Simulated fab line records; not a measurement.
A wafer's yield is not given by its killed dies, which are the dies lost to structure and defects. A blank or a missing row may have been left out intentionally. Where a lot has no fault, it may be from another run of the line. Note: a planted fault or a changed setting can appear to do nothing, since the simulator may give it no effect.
Which tool is to blame? :: flow sky130 :: 36 wafers from 12 lots sampled at 2 of the route's 708 steps

== WHAT THE GAUGES SHOWED, per wafer ==
SKY_METAL3_OVL_MEAS_14.
lot: L075
measured: day 39 01:34
on: overlay-01
METAL3_OVL (nm): 6 2 6

lot: L077
measured: day 40 03:58
on: overlay-01
METAL3_OVL (nm): -3 1 5

lot: L078
measured: day 40 13:04
on: overlay-02
METAL3_OVL (nm): -4 -7 -5

lot: L081
measured: day 41 15:31
on: overlay-02
METAL3_OVL (nm): -5 4 3

lot: L082
measured: day 42 00:44
on: overlay-01
METAL3_OVL (nm): -6 -4 2

lot: L085
measured: day 42 13:59
on: overlay-01
METAL3_OVL (nm): 4 2 0

lot: L088
measured: day 43 12:07
on: overlay-02
METAL3_OVL (nm): -3 -4 -3

lot: L090
measured: day 43 14:35
on: overlay-01
METAL3_OVL (nm): -13 -8 1

lot: L091
measured: day 43 20:15
on: overlay-01
METAL3_OVL (nm): -4 1 -1

lot: L093
measured: day 44 10:31
on: overlay-01
METAL3_OVL (nm): -6 -11 -2

lot: L095
measured: day 44 18:16
on: overlay-01
METAL3_OVL (nm): -3 0 -4

lot: L097
measured: day 45 04:19
on: overlay-01
METAL3_OVL (nm): -1 4 3

== EACH LOT AND THE TOOL THAT RAN IT (in order: tool; ch and the chambers of the sampled wafers; start) ==
lot: L075
SKY_CAPM_STRIP_14: plasmaAsher-01 ch 0,1, day 37 23:38

lot: L077
SKY_CAPM_STRIP_14: plasmaAsher-03 ch 0,1, day 39 02:29

lot: L078
SKY_CAPM_STRIP_14: plasmaAsher-04 ch 0,1, day 39 11:38

lot: L081
SKY_CAPM_STRIP_14: plasmaAsher-03 ch 0,1, day 40 14:17

lot: L082
SKY_CAPM_STRIP_14: plasmaAsher-01 ch 0,1, day 41 00:11

lot: L085
SKY_CAPM_STRIP_14: plasmaAsher-01 ch 0,1, day 41 14:02

lot: L088
SKY_CAPM_STRIP_14: plasmaAsher-04 ch 1, day 42 11:56

lot: L090
SKY_CAPM_STRIP_14: plasmaAsher-04 ch 0,1, day 42 14:22

lot: L091
SKY_CAPM_STRIP_14: plasmaAsher-04 ch 0,1, day 42 20:17

lot: L093
SKY_CAPM_STRIP_14: plasmaAsher-04 ch 0,1, day 43 11:43

lot: L095
SKY_CAPM_STRIP_14: plasmaAsher-04 ch 0,1, day 43 18:35

lot: L097
SKY_CAPM_STRIP_14: plasmaAsher-03 ch 0,1, day 44 06:06
- SKY_CAPM_STRIP_14: strips in O2/N2.

== THE ANSWER, worked out from the rows above alone ==
Rule: usual is defined by the lots themselves. The widest of any qualifying gaps counts: lots, ordered by their means at a reading, are off when they make up no more than a third of the lots, leave a main group of 4 or more, and stand apart from it by 3 or more times the standard deviation of that group's means. A main group is skipped when, at the precision printed for the reading in the tables above, its means are all equal. A lot without any number at a reading at which 4 lots or more have one is off too. The other lots that the step has rows for count as sound.
No lot is off on any of the readings shown, so nothing can be concluded from this.

== WHAT HAD BEEN PUT IN BY THE SIMULATOR ==
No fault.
